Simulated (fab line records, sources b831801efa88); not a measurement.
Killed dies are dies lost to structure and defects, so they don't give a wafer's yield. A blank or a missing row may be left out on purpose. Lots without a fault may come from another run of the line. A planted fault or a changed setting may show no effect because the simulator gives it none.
Chamber matching | flow gf180mcu | GF_V5_ETCH_16 on rie_diel-01: 4 sister chambers
The step etches BARC in N2/H2. 4 wafers are shown with their chamber, then 7 later ones without.

WAFERS WITH THEIR CHAMBER
wafer  | chamber | rf_fwd_power_W (W)
L916.3 | 0       | 494.8
L918.4 | 3       | 496.0
L928.2 | 1       | 493.5
L928.4 | 2       | 493.0

WAFERS WITHOUT THEIR CHAMBER
wafer  | rf_fwd_power_W (W)
L928.5 | 494.0
L931.1 | 494.8
L931.4 | 495.8
L931.5 | 493.9
L933.1 | 493.9
L933.5 | 495.9
L933.6 | 494.7

WHICH CHAMBER EACH WENT THROUGH
wafer  | from the rows above          | in truth
L928.5 | can't be placed: 1 or 0 or 2 | 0
L931.1 | 0                            | 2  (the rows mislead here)
L931.4 | 3                            | 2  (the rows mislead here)
L931.5 | can't be placed: 1 or 2 or 0 | 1
L933.1 | can't be placed: 1 or 2 or 0 | 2
L933.5 | 3                            | 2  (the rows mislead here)
L933.6 | 0                            | 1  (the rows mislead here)
Placed correctly: 0 of 7. Can't be placed from these rows: 3 (the true chamber is among the candidates in 3). Placed wrongly: 4.
How it was worked out, from the rows above alone: a wafer's distance from a chamber is the root of the sum, over the readings, of the square of ((its reading less the chamber's mean) divided by the reading's scatter). The wafer belongs to the nearest chamber; if the next one is less than 2 further off, it can't be placed. A chamber's mean is the mean of its shown wafers. The scatter: with one shown wafer a chamber, the root of the mean of the squares of how far each hidden wafer lies from its nearest shown one.
